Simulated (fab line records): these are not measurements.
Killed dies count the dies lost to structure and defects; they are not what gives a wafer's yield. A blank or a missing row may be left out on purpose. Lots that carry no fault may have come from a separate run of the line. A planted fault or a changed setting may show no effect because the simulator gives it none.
A single fault, viewed from 2 desks + flow sky130 + each desk has only its own numbers; what lay behind them comes last

## FROM THE METROLOGY DESK
Lot by lot, what the gauges showed, no matter which tool ran the lot: averages of those sampled wafers that carry a number. Any lot whose mean is over 4 standard deviations away from the usual mean is out of limits and marked OUT; that distance is given in the brackets.
Columns: A = POLY_GATE_CVD_00_THK at SKY_POLY_GATE_THK_MEAS_01, usual 178.8 nm
| lot  | first seen here | A               |
|------|-----------------|-----------------|
| L865 | day 13 14:16    | 180.3           |
| L866 | day 13 21:38    | 178.5           |
| L867 | day 14 10:22    | 178.2           |
| L868 | day 14 14:57    | 180.1           |
| L869 | day 15 00:49    | 179.0           |
| L870 | day 15 08:49    | 178.4           |
| L873 | day 16 16:58    | 176.5           |
| L875 | day 18 05:35    | 177.2           |
| L876 | day 18 12:31    | 178.0           |
| L878 | day 18 20:11    | 179.8           |
| L879 | day 19 00:37    | 178.9           |
| L885 | day 21 04:50    | 163.6 (-10) OUT |
| L887 | day 21 17:25    | 179.1           |
This desk reports L885 out of limits; the earliest was L885 at day 21 04:50 (POLY_GATE_CVD_00_THK at SKY_POLY_GATE_THK_MEAS_01). L865, L866, L867, L868, L869, L870, L873, L875, L876, L878, L879, L887: within limits.

## FOR THE TOOL OWNER'S DESK: lpcvd-01
The tool's own readings at SKY_POLY_GATE_CVD_00 (deposits poly-Si, target thk 180 nm, time 720 s): means of the sampled wafers that have a number, for each lot that ran on this tool. Any lot whose mean is over 4 standard deviations away from the usual mean is out of limits and marked OUT; that distance is given in the brackets.
Columns: A = spike_tc_bottom_C at SKY_POLY_GATE_CVD_00, usual 639.0 C; B = spike_tc_lower_C at SKY_POLY_GATE_CVD_00, usual 619.5 C; C = spike_tc_upper_C at SKY_POLY_GATE_CVD_00, usual 619.5 C; D = susceptor_temp_C at SKY_POLY_GATE_CVD_00, usual 619.9 C
| lot  | first seen here | A     | B                | C     | D               |
|------|-----------------|-------|------------------|-------|-----------------|
| L865 | day 13 13:02    | 637.6 | 620.1            | 619.1 | 620.0           |
| L866 | day 13 20:25    | 637.3 | 618.2            | 619.8 | 619.4           |
| L867 | day 14 08:32    | 641.0 | 620.9            | 619.4 | 619.9           |
| L868 | day 14 13:44    | 637.7 | 618.1            | 619.7 | 620.2           |
| L869 | day 14 23:36    | 640.7 | 620.6            | 618.6 | 619.8           |
| L870 | day 15 07:37    | 638.8 | 619.4            | 620.0 | 620.1           |
| L873 | day 16 15:45    | 637.3 | 618.7            | 619.7 | 620.1           |
| L875 | day 18 04:22    | 637.4 | 618.2            | 618.7 | 619.9           |
| L876 | day 18 11:19    | 637.7 | 618.2            | 619.7 | 619.7           |
| L878 | day 18 18:58    | 640.4 | 621.5            | 619.4 | 620.3           |
| L879 | day 18 23:24    | 637.3 | 619.6            | 619.4 | 620.0           |
| L885 | day 21 03:38    | 633.6 | 614.0 (-4.2) OUT | 615.6 | 615.7 (-13) OUT |
| L887 | day 21 16:13    | 640.7 | 619.9            | 619.8 | 619.8           |
This desk's finding: out of limits on L885; first on L885, day 21 03:38 (spike_tc_lower_C at SKY_POLY_GATE_CVD_00). L865, L866, L867, L868, L869, L870, L873, L875, L876, L878, L879, L887: within limits.

## PUT TOGETHER
At day 21 03:38, on L885, the tool owner's desk was in a position to raise an alarm.
An alarm was possible from the metrology desk at day 21 04:50, on L885.
Of the lots named, all ran SKY_POLY_GATE_CVD_00 on lpcvd-01.

## WHAT THE SIMULATOR HAD INSERTED
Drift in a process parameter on lpcvd-01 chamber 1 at SKY_POLY_GATE_CVD_00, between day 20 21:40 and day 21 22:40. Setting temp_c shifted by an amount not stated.
Shown lots that were struck: L885.
Time in hours from fault onset to the first out-of-limits reading at each desk: tool owner's desk 6, metrology desk 7.
